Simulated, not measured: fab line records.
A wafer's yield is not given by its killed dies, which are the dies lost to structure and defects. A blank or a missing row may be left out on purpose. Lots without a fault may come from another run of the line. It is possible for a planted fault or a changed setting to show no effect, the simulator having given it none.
Which tool did it? | flow sky130 | route of 708 steps, sampled at 1 step: 7 lots, 21 wafers

## WHAT EACH GAUGE READ, for each wafer
SKY_NWELL_OVL_MEAS_10.
lot  | measured     | on         | NWELL_00_OVL (nm)
L852 | day 4 15:02  | overlay-02 | 0.0 -0.2 -0.6
L855 | day 6 04:50  | overlay-01 | -1.9 -1.6 -1.8
L859 | day 6 22:11  | overlay-01 | -1.4 -1.2 -1.1
L862 | day 7 03:57  | overlay-02 | 1.6 2.2 2.0
L868 | day 8 17:50  | overlay-02 | -1.3 1.1 1.3
L872 | day 9 23:50  | overlay-01 | 0.2 -0.5 1.0
L874 | day 10 05:21 | overlay-01 | 1.3 1.4 2.4

## TOOL THAT RAN EACH LOT (tool first, then ch and the chambers of the sampled wafers, then the start)
The record holds no process step before these readings.

## THE ANSWER, worked out from the rows above alone
Rule: the usual values come from the lots themselves. Put in order of their means at a reading, lots are off if they are a third of the lots or fewer, leave a main group of 4 or more, and stand apart from it by a gap of 3 or more times the standard deviation of the main group's means; of several such gaps the widest counts. The tables above print the reading to a certain number of digits; a main group whose means all agree to those digits is not used. Also off: a lot with no number at a reading for which 4 or more lots have one. The other lots that the step has rows for count as sound.
Nothing can be told from this: no lot is off at any reading shown.

## WHAT THE SIMULATOR HAD PUT IN
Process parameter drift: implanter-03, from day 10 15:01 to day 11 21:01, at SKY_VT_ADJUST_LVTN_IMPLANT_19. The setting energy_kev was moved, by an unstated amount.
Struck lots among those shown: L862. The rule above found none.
